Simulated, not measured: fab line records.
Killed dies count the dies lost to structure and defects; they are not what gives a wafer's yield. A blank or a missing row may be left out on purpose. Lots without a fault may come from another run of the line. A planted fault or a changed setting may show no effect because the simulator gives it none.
8D (eight disciplines) problem report, filled in by code || flow gf180mcu || the parts of the form that need people (team, actions taken, sign-off) are left out

1. WHAT IS WRONG
developer_temp_C at GF_M4_DEVELOP_13 reads a mean of 21.80 C on 9 wafers of 3 lots; wafers without a fault read 20.99 C with a standard deviation of 0.1. Relative to the usual mean, that is a shift of +8.1 standard deviations.
The step: develop time 60 s.
Seen first at day 26 09:38 on litho_track-02, wafer L871.1. At this step, 42 wafers from 14 lots have a number in the record. Rule for "out", or "out of limits": more than 4 standard deviations from the usual mean. The other wafers with a number count as sound.

2. WHAT IT IS, WHAT IT ISN'T
{"question": "which readings at this step", "is": "developer_temp_C", "is not": "-"}
{"question": "which lots", "is": "L871, L872, L873", "is not": "L862, L863, L864, L870, L874, L875, L877, L878, L880, L882, L884"}
{"question": "which wafers of those lots", "is": "all that have a number", "is not": "-"}
{"question": "read on which tools", "is": "litho_track-02", "is not": "litho_track-01, litho_track-04"}
{"question": "when", "is": "from day 26 09:38", "is not": "up to then (12 sound wafers); but 21 sound wafers of L874, L875, L877, L878, L880, L882, L884 came after"}

3. SUSPECTS, AND WHAT RULES EACH OUT
Counting: any tool at a process step up to the reading is kept as a suspect provided that every lot that is out went through it and no sound lot did after the first of them.
- litho_track-02 at GF_M4_DEVELOP_13 (develop time 60 s): kept. All lots that are out passed through it, beginning with L871 at day 26 09:38, and no sound lot followed; its final sound lot before that point was L864 at day 23 20:41. Its own readings are out on those wafers: developer_temp_C.
Remaining after the count: litho_track-02 at GF_M4_DEVELOP_13.

4. THE CAUSE (what the simulator had put in)
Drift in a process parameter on litho_track-02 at GF_M4_DEVELOP_13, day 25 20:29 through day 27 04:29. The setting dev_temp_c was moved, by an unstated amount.
After counting, this tool was the only one left.

5. THE CHAIN OF EFFECTS, in route order
Rows list readings where the struck wafers' mean (over those with a number) sits beyond 3 standard deviations from the usual. Only readings for which the record gives a usual standard deviation are gone through. hours: the time from each lot's start at the first step in this table that gives one to its start at this step, as a median over the lots. sigmas: the change in usual standard deviations.
{"hours": 0, "step": "GF_M4_DEVELOP_13", "reading": "developer_temp_C", "usual": "20.99 C", "on struck wafers": 21.80, "change": "+0.81", "sigmas": "+8.1"}
Process steps it contains:
- GF_M4_DEVELOP_13: develop time 60 s.
Later steps that measure or inspect, where all struck wafers having a row at the step show a number for every such reading and not one has moved that far: GF_M4_OVL_MEAS_15.

6. HOW IT WOULD HAVE BEEN CAUGHT EARLIER
In this record the first reading out of limits was taken at day 26 09:38, 13 hours after the fault began at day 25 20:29.
